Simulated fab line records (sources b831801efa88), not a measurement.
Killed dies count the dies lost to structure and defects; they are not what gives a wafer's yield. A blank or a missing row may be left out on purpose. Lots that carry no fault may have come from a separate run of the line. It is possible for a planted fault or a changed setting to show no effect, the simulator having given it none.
fab line records	flow sky130
[record] lots = 14	wafers = 42	last_day = 50
route steps=708 shown VIA3@588 CAP2M@612
lots that met no fault: taken from a fault-free run of the same line
start_h: the number of hours between the record's first day and the start of the first shown wafer of the lot	wait_h: hours elapsed since this lot's preceding step	" repeats the value in the row above	L1.1+2: a row that stands for several wafers	- no value, or no start was given	* or withheld: withheld	< > ~ a bound
route shown NAME@n: NAME is a module with steps in the file, n the number in the route of the first one	usual: average and standard deviation across the fault-free wafers	same: alike in all rows	chamber/n: place in a boat	sites: per-site readings	_std_site: standard deviation across them	_edge_site: mean of outer sites minus mean of inner sites	radius_mm: for every site, how far away it sits from the centre of the wafer	mask NAME#n: copy n	behind: tool/chamber where the wafer was last shaped	hold: reason for holding the lot/hours on hold/outcome of the hold	device: names the non-switching transistor (n, p or np)	end of line: the same wafers' tests at the end of the route	a step without rows: its recipe alone	killed: at the first sort, the dies lost to defects and structure; wafer yield is something else	map: a wafer's dies, marking killed ones x, the rest . and places with no die _
set.NAME: the setting as run; set.NAME@STEP: as run at that earlier step	model.NAME: the simulator's own value behind a step, which no gauge read
steps of the route over a sample of lots; a table a step, a row a wafer
services: from which hour (start_h, from the record's first day; less than 0 if before it) a tool's chamber was out of use, for how many hours, and why
[[steps]]
[step SKY_VIA3_ETCH_15]
[recipe] target = SiO2	chemistry = C4F8/O2/Ar	target_depth_nm = 507	stop_on = TiN	mask_material = KrF-thick	source_w = 1500	bias_w = 1200	pressure_mtorr = 40	c4f8_flow_sccm = withheld	O2_flow_sccm = 6	Ar_flow_sccm = 300	time_s = 78
[usual] oes_product_au = 0.945/0.005
lot.wafer	tool	chamber	start_h	wait_h	oes_product_au	rf_hours_counter_h
L702.1	rie_diel-01	0	934.06	0.0	0.936	4
L702.3	"	1	"	"	0.940	15
L702.4	"	3	"	"	0.940	13
L703.3	rie_diel-03	3	946.20	0.0	0.954	7
L703.4	"	0	"	"	0.946	24
L703.6	"	2	"	"	0.951	-
L705.4	rie_diel-03	1	951.00	0.0	0.952	4
L705.5	"	3	"	"	0.950	-
L705.6	"	2	"	"	0.951	-
L706.4	rie_diel-04	1	957.88	0.0	0.953	9
L706.5	"	1	"	"	0.944	-
L706.6	"	2	"	"	0.945	-
L709.1	rie_diel-03	1	990.73	0.0	0.937	5
L709.4	"	2	"	"	0.949	11
L709.5	"	3	"	"	0.944	-
L710.1	rie_diel-04	0	994.48	0.0	0.938	25
L710.2	"	1	"	"	0.941	11
L710.3	"	2	"	"	0.936	21
L711.1	rie_diel-03	1	996.13	0.0	0.955	5
L711.4	"	2	"	"	0.946	12
L711.6	"	0	"	"	0.942	-
L712.1	rie_diel-03	0	1005.93	0.0	0.950	26
L712.3	"	1	"	"	0.941	5
L712.5	"	1	"	"	0.948	-
L713.2	rie_diel-01	3	1008.68	0.0	0.947	16
L713.4	"	2	"	"	0.956	19
L713.6	"	1	"	"	0.943	-
L717.1	rie_diel-04	2	1039.18	0.0	0.946	23
L717.4	"	2	"	"	0.944	-
L717.6	"	0	"	"	0.946	-
L719.3	rie_diel-01	1	1049.20	0.0	0.946	19
L719.4	"	0	"	"	0.946	7
L719.6	"	3	"	"	0.946	-
L720.1	rie_diel-03	2	1050.03	0.0	0.944	13
L720.4	"	1	"	"	0.937	6
L720.6	"	0	"	"	0.946	-
L724.2	rie_diel-03	3	1082.35	0.0	0.937	12
L724.5	"	0	"	"	0.946	-
L724.6	"	3	"	"	0.946	-
L725.2	rie_diel-01	2	1082.73	0.0	0.945	22
L725.3	"	1	"	"	0.941	21
L725.5	"	0	"	"	0.943	-
[step SKY_VIA3_STRIP_16]
[recipe] chemistry = O2/N2	power_w = 1400	pressure_mtorr = 1500	platen_temp_c = withheld	o2_flow_sccm = 3000	n2_flow_sccm = 300	overash_fraction = 0.5
[usual] drypump_motor_current_A = 5.59/0.28	oes_product_au = 0.401/0.0049	strip_time_to_endpoint_s = 4.13/0.037
lot.wafer	tool	chamber	start_h	wait_h	drypump_motor_current_A	oes_product_au	rf_hours_counter_h	strip_time_to_endpoint_s
L702.1	plasma_asher-02	1	934.12	0.0	5.73	0.395	115	4.07
L702.3	"	1	"	"	5.70	0.397	-	4.11
L702.4	"	0	"	"	6.01	0.404	-	4.21
L703.3	plasma_asher-04	1	946.30	0.1	5.13	0.398	-	4.14
L703.4	"	0	"	"	5.57	0.400	-	4.11
L703.6	"	0	"	"	5.55	0.395	-	4.14
L705.4	plasma_asher-04	0	951.10	0.1	5.58	0.399	-	4.16
L705.5	"	0	"	"	5.59	0.392	-	4.12
L705.6	"	1	"	"	5.15	0.401	-	4.12
L706.4	plasma_asher-02	1	957.97	0.1	5.73	0.410	-	4.11
L706.5	"	1	"	"	5.73	0.397	-	4.10
L706.6	"	0	"	"	5.99	0.398	-	4.15
L709.1	plasma_asher-04	0	990.79	0.0	5.56	0.408	22	4.20
L709.4	"	0	"	"	5.60	0.408	-	4.16
L709.5	"	0	"	"	5.58	0.402	-	4.13
L710.1	plasma_asher-03	0	994.54	0.0	5.50	0.402	83	4.15
L710.2	"	1	"	"	5.56	0.396	83	4.13
L710.3	"	0	"	"	5.50	0.393	-	4.17
L711.1	plasma_asher-04	0	996.19	0.0	5.54	0.406	23	4.16
L711.4	"	1	"	"	5.14	0.401	-	4.14
L711.6	"	1	"	"	5.15	0.403	-	4.09
L712.1	plasma_asher-02	0	1005.99	0.0	6.02	0.403	122	4.12
L712.3	"	0	"	"	6.04	0.400	-	4.19
L712.5	"	1	"	"	5.70	0.393	-	4.18
L713.2	plasma_asher-03	0	1008.74	0.0	5.52	0.405	84	4.19
L713.4	"	1	"	"	5.57	0.401	-	4.13
L713.6	"	1	"	"	5.57	0.403	-	4.15
L717.1	plasma_asher-04	1	1039.24	0.0	5.14	0.402	27	4.14
L717.4	"	0	"	"	5.59	0.402	-	4.16
L717.6	"	0	"	"	5.55	0.408	-	4.17
L719.3	plasma_asher-02	0	1049.30	0.1	5.97	0.410	-	4.11
L719.4	"	1	"	"	5.75	0.396	-	4.06
L719.6	"	0	"	"	6.01	0.408	-	4.18
L720.1	plasma_asher-04	0	1050.09	0.0	5.57	0.407	28	4.14
L720.4	"	0	"	"	5.57	0.398	-	4.13
L720.6	"	0	"	"	5.59	0.397	-	4.11
L724.2	plasma_asher-03	0	1082.41	0.0	5.51	0.400	92	4.17
L724.5	"	0	"	"	5.51	0.401	-	4.09
L724.6	"	1	"	"	5.58	0.399	-	4.15
L725.2	plasma_asher-02	0	1082.79	0.0	5.99	0.406	1	4.11
L725.3	"	0	"	"	5.99	0.407	-	4.13
L725.5	"	1	"	"	5.71	0.391	-	4.05
[step SKY_CAP2M_EXPOSE_09]
[recipe] mask_id = CAP2M	na = 0.6	source_shape = conventional	sigma_outer = 0.6	polarization = unpolarized	target_cd_nm = 1000	dose_mj = 159
[usual] exposure_dose_mJ_cm2 = 159.00/0.15	focus_offset_nm = 0.0/0.51
lot.wafer	tool	chamber	start_h	wait_h	mask	exposure_dose_mJ_cm2	focus_offset_nm
L702.1	iline_stepper-01	0	947.29	-	CAP2M#0	158.98	0.6
L702.3	"	0	"	"	CAP2M#0	159.06	0.2
L702.4	"	0	"	"	CAP2M#0	158.95	0.4
L703.3	iline_stepper-02	0	960.25	-	CAP2M#0	158.99	0.1
L703.4	"	0	"	"	CAP2M#0	158.99	0.3
L703.6	"	0	"	"	CAP2M#0	159.07	-0.3
L705.4	iline_stepper-02	0	964.76	-	CAP2M#0	158.94	0.6
L705.5	"	0	"	"	CAP2M#0	159.01	-0.5
L705.6	"	0	"	"	CAP2M#0	159.03	0.1
L706.4	iline_stepper-01	0	971.22	-	CAP2M#0	158.95	-0.6
L706.5	"	0	"	"	CAP2M#0	158.83	0.4
L706.6	"	0	"	"	CAP2M#0	158.80	0.2
L709.1	iline_stepper-02	0	1003.96	-	CAP2M#0	158.91	0.9
L709.4	"	0	"	"	CAP2M#0	159.11	0.6
L709.5	"	0	"	"	CAP2M#0	158.93	0.1
L710.1	iline_stepper-01	0	1008.26	-	CAP2M#0	159.01	-0.7
L710.2	"	0	"	"	CAP2M#0	159.31	-0.3
L710.3	"	0	"	"	CAP2M#0	159.25	0.1
L711.1	iline_stepper-01	0	1010.18	-	CAP2M#0	159.01	-0.5
L711.4	"	0	"	"	CAP2M#0	159.22	0.0
L711.6	"	0	"	"	CAP2M#0	158.89	0.2
L712.1	iline_stepper-02	0	1019.46	-	CAP2M#0	159.02	-0.4
L712.3	"	0	"	"	CAP2M#0	159.10	0.4
L712.5	"	0	"	"	CAP2M#0	158.79	-0.6
L713.2	iline_stepper-02	0	1021.36	-	CAP2M#0	159.10	-0.2
L713.4	"	0	"	"	CAP2M#0	158.92	-0.1
L713.6	"	0	"	"	CAP2M#0	159.07	-1.2
L717.1	iline_stepper-02	0	1052.91	-	CAP2M#0	158.92	0.5
L717.4	"	0	"	"	CAP2M#0	158.91	0.7
L717.6	"	0	"	"	CAP2M#0	158.85	0.1
L719.3	iline_stepper-01	-	1062.56	-	CAP2M#0	-	-
L719.4	"	-	"	"	CAP2M#0	-	-
L719.6	"	-	"	"	CAP2M#0	-	-
L720.1	iline_stepper-02	-	1062.81	-	CAP2M#0	-	-
L720.4	"	-	"	"	CAP2M#0	-	-
L720.6	"	-	"	"	CAP2M#0	-	-
L724.2	iline_stepper-02	0	1093.75	-	CAP2M#0	159.32	-0.2
L724.5	"	0	"	"	CAP2M#0	159.06	-0.6
L724.6	"	0	"	"	CAP2M#0	159.03	-0.3
L725.2	iline_stepper-02	0	1094.65	-	CAP2M#0	159.04	0.8
L725.3	"	0	"	"	CAP2M#0	158.91	-0.6
L725.5	"	0	"	"	CAP2M#0	158.90	0.1
[step SKY_CAP2M_STRIP_14]
[recipe] chemistry = O2/N2	power_w = 1400	pressure_mtorr = 1500	platen_temp_c = withheld	o2_flow_sccm = 3000	n2_flow_sccm = 300	overash_fraction = 0.5
[usual] drypump_motor_current_A = 5.7/0.34	oes_product_au = 0.710/0.0043	strip_time_to_endpoint_s = 12.43/0.044
lot.wafer	tool	chamber	start_h	wait_h	drypump_motor_current_A	oes_product_au	rf_hours_counter_h	strip_time_to_endpoint_s
L702.1	plasma_asher-04	0	959.90	0.1	5.6	0.718	19	12.47
L702.3	"	1	"	"	5.1	0.706	-	12.48
L702.4	"	0	"	"	5.6	0.714	-	12.46
L703.3	plasma_asher-03	0	970.93	0.1	5.5	0.715	-	12.51
L703.4	"	1	"	"	5.6	0.713	-	12.42
L703.6	"	1	"	"	5.6	0.707	-	12.47
L705.4	plasma_asher-04	1	976.59	0.1	5.1	0.707	-	12.44
L705.5	"	1	"	"	5.1	0.713	-	12.46
L705.6	"	0	"	"	5.6	0.712	-	12.44
L706.4	plasma_asher-03	0	983.03	0.1	5.5	0.706	-	12.37
L706.5	"	1	"	"	5.6	0.711	-	12.33
L706.6	"	0	"	"	5.5	0.713	-	12.31
L709.1	plasma_asher-03	0	1015.25	0.1	5.5	0.715	85	12.45
L709.4	"	1	"	"	5.6	0.707	-	12.46
L709.5	"	1	"	"	5.6	0.715	-	12.44
L710.1	plasma_asher-04	1	1019.25	0.1	5.1	0.711	25	12.42
L710.2	"	0	"	"	5.6	0.709	25	12.39
L710.3	"	0	"	"	5.6	0.714	-	12.43
L711.1	plasma_asher-01	1	1020.94	0.1	5.9	0.713	57	12.47
L711.4	"	0	"	"	6.2	0.705	-	12.45
L711.6	"	1	"	"	5.9	0.713	-	12.44
L712.1	plasma_asher-03	0	1031.00	0.1	5.5	0.708	87	12.42
L712.3	"	1	"	"	5.6	0.707	-	12.43
L712.5	"	1	"	"	5.6	0.709	-	12.40
L713.2	plasma_asher-01	1	1032.34	0.1	5.9	0.719	58	12.44
L713.4	"	1	"	"	5.9	0.708	-	12.47
L713.6	"	0	"	"	6.2	0.705	-	12.51
L717.1	plasma_asher-01	1	1063.70	0.1	5.9	0.702	62	12.39
L717.4	"	0	"	"	6.2	0.704	-	12.37
L717.6	"	1	"	"	5.9	0.706	-	12.39
L719.3	plasma_asher-03	0	1072.93	0.1	5.5	0.707	-	12.36
L719.4	"	1	"	"	5.6	0.705	-	12.42
L719.6	"	1	"	"	5.6	0.704	-	12.46
L720.1	plasma_asher-01	1	1073.14	0.1	5.9	0.717	63	12.40
L720.4	"	0	"	"	6.2	0.704	-	12.40
L720.6	"	1	"	"	5.9	0.709	-	12.36
L724.2	plasma_asher-01	1	1103.85	0.1	5.9	0.713	66	12.50
L724.5	"	1	"	"	5.9	0.704	-	12.55
L724.6	"	0	"	"	6.2	0.699	-	12.48
L725.2	plasma_asher-03	0	1104.70	0.1	5.5	0.710	94	12.39
L725.3	"	0	"	"	5.5	0.711	-	12.41
L725.5	"	0	"	"	5.5	0.716	-	12.49
[[services]]
tool	chamber	start_h	hours	kind
plasma_asher-01	-	941.58	20.4	repair
iline_stepper-02	-	944.19	11.0	repair
rie_diel-04	1	952.84	4.3	repair
rie_diel-04	3	964.85	79.6	repair
plasma_asher-04	-	966.99	5.2	repair
iline_stepper-02	-	970.28	1.8	repair
iline_stepper-02	-	972.07	1.7	pm
plasma_asher-02	-	987.02	7.0	repair
plasma_asher-03	-	993.62	0.8	repair
rie_diel-03	1	998.43	5.3	repair
plasma_asher-02	-	999.27	0.7	repair
plasma_asher-04	-	1005.88	1.0	repair
rie_diel-03	-	1013.59	2.8	pm
plasma_asher-02	-	1017.07	4.1	repair
iline_stepper-01	-	1028.57	0.7	repair
plasma_asher-04	-	1033.91	2.8	pm
plasma_asher-03	-	1035.67	2.9	repair
iline_stepper-02	0	1048.30	-	calibration
plasma_asher-02	-	1055.25	9.0	pm
rie_diel-04	-	1055.68	28.1	pm
plasma_asher-02	-	1066.42	3.0	repair
rie_diel-01	1	1073.28	1.2	repair
iline_stepper-01	-	1090.91	1.7	pm
plasma_asher-04	-	1096.74	5.2	repair
[[key]]
[first_sign] step = SKY_CAP2M_EXPOSE_09	reading = tool_record	direction = missing
effect none on later readings
met_at SKY_CAP2M_EXPOSE_09
struck_lots L719,L720
later_rows_left_out L719.3,L719.4,L719.6,L720.1,L720.4,L720.6
sort_left_out L719.3,L719.4,L719.6,L720.1,L720.4,L720.6
not_acting_at SKY_VIA3_ETCH_15,SKY_VIA3_STRIP_16,SKY_CAP2M_STRIP_14
onset_between 1052.91 1062.56
[fault] kind = skipped_step_whole	tool = iline_stepper-01,iline_stepper-02	chamber = -	onset_h = 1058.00	steps = SKY_CAP2M_EXPOSE_09	scope = struck_lots_only
// sort_left_out: the simulated sort isn't trusted on such a fault, so these wafers' sort isn't shown, and their yield isn't known
// later_rows_left_out: the simulator's readings of these wafers behind a module that went badly wrong aren't trusted and aren't shown, but for the sort
